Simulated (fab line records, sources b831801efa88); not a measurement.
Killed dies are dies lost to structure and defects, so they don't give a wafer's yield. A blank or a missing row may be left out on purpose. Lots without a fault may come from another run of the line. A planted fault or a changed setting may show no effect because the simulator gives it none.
One fault seen from 2 desks | flow gf180mcu | each desk has only its own numbers; what lay behind them comes last

THE METROLOGY DESK
What the gauges read, lot by lot, whatever tool the lot ran on: means of the sampled wafers that have a number. A lot is out of limits, marked OUT, if its mean lies more than 4 standard deviations from the usual mean; the brackets give that distance.
Columns: A = cd_nm at GF_HV_LDD_CD_MEAS_19, usual 400.9 nm; B = V1_BOW at GF_V1_BOW_MEAS_05, usual 82 um; C = M2_OVL at GF_M2_OVL_MEAS_15, usual 0 nm
lot  | first seen here | A                | B  | C
L862 | day 11 03:23    | 400.9            | 76 | -1
L863 | day 11 14:35    | 403.4            | 86 | -1
L865 | day 12 04:57    | 402.7            | 81 | 2
L866 | day 12 12:22    | 403.9            | 80 | -3
L867 | day 12 19:25    | 403.4            | 81 | -3
L869 | day 13 13:45    | 400.4            | 83 | 5
L870 | day 13 18:23    | 399.4            | 85 | -4
L871 | day 14 04:51    | 403.9            | 76 | 7
L872 | day 14 10:42    | 402.6            | 88 | -0
L873 | day 14 17:58    | 399.1            | 82 | 7
L876 | day 15 22:31    | 391.6 (-4.0) OUT | 80 | -5
L879 | day 16 18:27    | 395.4            | 86 | -3
L882 | day 17 11:11    | 403.4            | 83 | -4
This desk's finding: out of limits on L876; first on L876, day 15 22:31 (cd_nm at GF_HV_LDD_CD_MEAS_19). In limits: L862, L863, L865, L866, L867, L869, L870, L871, L872, L873, L879, L882.

THE TOOL OWNER'S DESK: iline_stepper-01
The tool's own readings at GF_HV_LDD_EXPOSE_16 (exposes mask Pplus LV AREA, target cd 400 nm): means of the sampled wafers that have a number, for each lot that ran on this tool. A lot is out of limits, marked OUT, if its mean lies more than 4 standard deviations from the usual mean; the brackets give that distance.
Columns: A = exposure_dose_mJ_cm2 at GF_HV_LDD_EXPOSE_16, usual 140.01
lot  | first seen here | A
L865 | day 11 19:10    | 140.18
L866 | day 12 02:50    | 139.70
L871 | day 13 18:17    | 139.73
L876 | day 15 12:07    | 137.54 (-16) OUT
L879 | day 16 07:19    | 137.42 (-17) OUT
This desk's finding: out of limits on L876, L879; first on L876, day 15 12:07 (exposure_dose_mJ_cm2 at GF_HV_LDD_EXPOSE_16). In limits: L865, L866, L871.

PUT TOGETHER
The tool owner's desk could have raised an alarm at day 15 12:07, on L876, L879.
The metrology desk could have raised an alarm at day 15 22:31, on L876.
The metrology desk has L879 on record, within its limits.
Of the lots named, all ran GF_HV_LDD_EXPOSE_16 on iline_stepper-01.

WHAT THE SIMULATOR HAD PUT IN
Process parameter drift: iline_stepper-01, from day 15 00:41 on, at GF_HV_LDD_EXPOSE_16. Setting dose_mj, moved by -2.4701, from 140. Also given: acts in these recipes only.
Lots struck among those shown: L876, L879.
Hours from the fault's start to each desk's first reading out of limits: the tool owner's desk, 11; the metrology desk, 22.
